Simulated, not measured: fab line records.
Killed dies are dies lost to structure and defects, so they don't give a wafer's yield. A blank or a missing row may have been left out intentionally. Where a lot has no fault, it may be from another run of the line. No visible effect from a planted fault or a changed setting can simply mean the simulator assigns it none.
Chamber matching | flow gf180mcu | 3 sister chambers for GF_V5_CVD_02 on pecvd-01
The step deposits SiO2 from TEOS, target thk 1450 nm, time 163.28 s. 6 wafers are shown with their chamber, then 9 later ones without.

## WAFERS WITH THEIR CHAMBER
wafer  | chamber | heater power w (W)
L086.2 | 0       | 528
L086.4 | 1       | 585
L086.5 | 2       | 576
L089.1 | 1       | 636
L089.5 | 0       | 654
L089.6 | 2       | 598

## WAFERS MISSING THEIR CHAMBER
wafer  | heater power w (W)
L092.2 | 542
L092.4 | 764
L092.6 | 621
L093.2 | 738
L093.3 | 523
L093.6 | 557
L095.1 | 563
L095.3 | 728
L095.6 | 644

## WHICH CHAMBER EACH WENT THROUGH
wafer  | from the rows above          | in truth
L092.2 | can't be placed: 2 or 0 or 1 | 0
L092.4 | can't be placed: 1 or 0 or 2 | 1
L092.6 | can't be placed: 1 or 0 or 2 | 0
L093.2 | can't be placed: 1 or 0 or 2 | 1
L093.3 | can't be placed: 2 or 0 or 1 | 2
L093.6 | can't be placed: 2 or 0 or 1 | 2
L095.1 | can't be placed: 2 or 0 or 1 | 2
L095.3 | can't be placed: 1 or 0 or 2 | 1
L095.6 | can't be placed: 1 or 0 or 2 | 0
Placed correctly: 0 of 9. Cannot be placed on the basis of these rows: 9; the candidates contain the true chamber in 9. Wrongly placed: 0.
How it was worked out, from the rows above alone: a wafer's distance from a chamber is the root of the sum, over the readings, of the square of ((its reading less the chamber's mean) divided by the reading's scatter). If the next closest chamber is less than 2 further off than the closest, the wafer can't be placed; otherwise it belongs to the closest. For every chamber, the mean is computed from those of its wafers that are shown. How the scatter is found: for the shown wafers, subtract from each reading the mean of its chamber, square and add these, divide the total by (wafers less chambers), then take the root.
